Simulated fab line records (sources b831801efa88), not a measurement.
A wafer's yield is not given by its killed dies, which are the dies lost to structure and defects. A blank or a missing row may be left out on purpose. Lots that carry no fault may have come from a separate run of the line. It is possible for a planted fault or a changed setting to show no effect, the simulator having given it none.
What tool caused it? || flow sfqLine || 6 lots, 18 wafers sampled, at 2 steps of a route of 325

## WHAT THE GAUGES READ, wafer by wafer
SFQ_M1_RS_MEAS_909: measures by four-point-probe.
{"lot": "L527", "measured": "day 18 02:52", "on": "filmMetro-02", "M1_NB_RS (ohm/sq)": "0.880 0.884 0.877"}
{"lot": "L529", "measured": "day 18 09:23", "on": "filmMetro-01", "M1_NB_RS (ohm/sq)": "0.885 0.888 0.889"}
{"lot": "L531", "measured": "day 19 15:28", "on": "filmMetro-02", "M1_NB_RS (ohm/sq)": "0.881 0.896 0.884"}
{"lot": "L538", "measured": "day 22 02:25", "on": "filmMetro-02", "M1_NB_RS (ohm/sq)": "0.885 0.904 0.722"}
{"lot": "L544", "measured": "day 24 10:07", "on": "filmMetro-03", "M1_NB_RS (ohm/sq)": "0.885 0.900 0.886"}
{"lot": "L546", "measured": "day 24 16:07", "on": "filmMetro-03", "M1_NB_RS (ohm/sq)": "0.872 0.891 0.884"}

## TOOL THAT RAN EACH LOT (tool first, then ch and the chambers of the sampled wafers, then the start)
{"lot": "L527", "SFQ_TRILAYER_M1_DEP_SPUTTER_037": "pvdSputter-06, day 18 02:47"}
{"lot": "L529", "SFQ_TRILAYER_M1_DEP_SPUTTER_037": "pvdSputter-03, day 18 09:15"}
{"lot": "L531", "SFQ_TRILAYER_M1_DEP_SPUTTER_037": "pvdSputter-03, day 19 15:23"}
{"lot": "L538", "SFQ_TRILAYER_M1_DEP_SPUTTER_037": "pvdSputter-06, day 22 02:19"}
{"lot": "L544", "SFQ_TRILAYER_M1_DEP_SPUTTER_037": "pvdSputter-05, day 24 10:00"}
{"lot": "L546", "SFQ_TRILAYER_M1_DEP_SPUTTER_037": "pvdSputter-05, day 24 16:00"}
- SFQ_TRILAYER_M1_DEP_SPUTTER_037: material Nb, target thk 200 nm, time 133.3 s.

## THE ANSWER, worked out from the rows above alone
Rule: usual is defined by the lots themselves. The widest of any qualifying gaps counts: lots, ordered by their means at a reading, are off when they make up no more than a third of the lots, leave a main group of 4 or more, and stand apart from it by 3 or more times the standard deviation of that group's means. The tables above print the reading to a certain number of digits; a main group whose means all agree to those digits is not used. Also off: a lot with no number at a reading for which 4 or more lots have one. All remaining lots with rows at the step are treated as sound.
Off: L538, seen at SFQ_M1_RS_MEAS_909 (M1_NB_RS). The main group has a mean of 0.885 ohm/sq with a standard deviation of 0.0036.
A tool fits if, at a process step before that reading, it ran every lot that is off, and no sound lot after the first of them. Gauges at SFQ_M1_RS_MEAS_909: tried the same way as those tools. Can't be told from this: 2 tools fit, pvdSputter-06 at SFQ_TRILAYER_M1_DEP_SPUTTER_037, filmMetro-02 at SFQ_M1_RS_MEAS_909.

## WHAT THE SIMULATOR HAD PUT IN
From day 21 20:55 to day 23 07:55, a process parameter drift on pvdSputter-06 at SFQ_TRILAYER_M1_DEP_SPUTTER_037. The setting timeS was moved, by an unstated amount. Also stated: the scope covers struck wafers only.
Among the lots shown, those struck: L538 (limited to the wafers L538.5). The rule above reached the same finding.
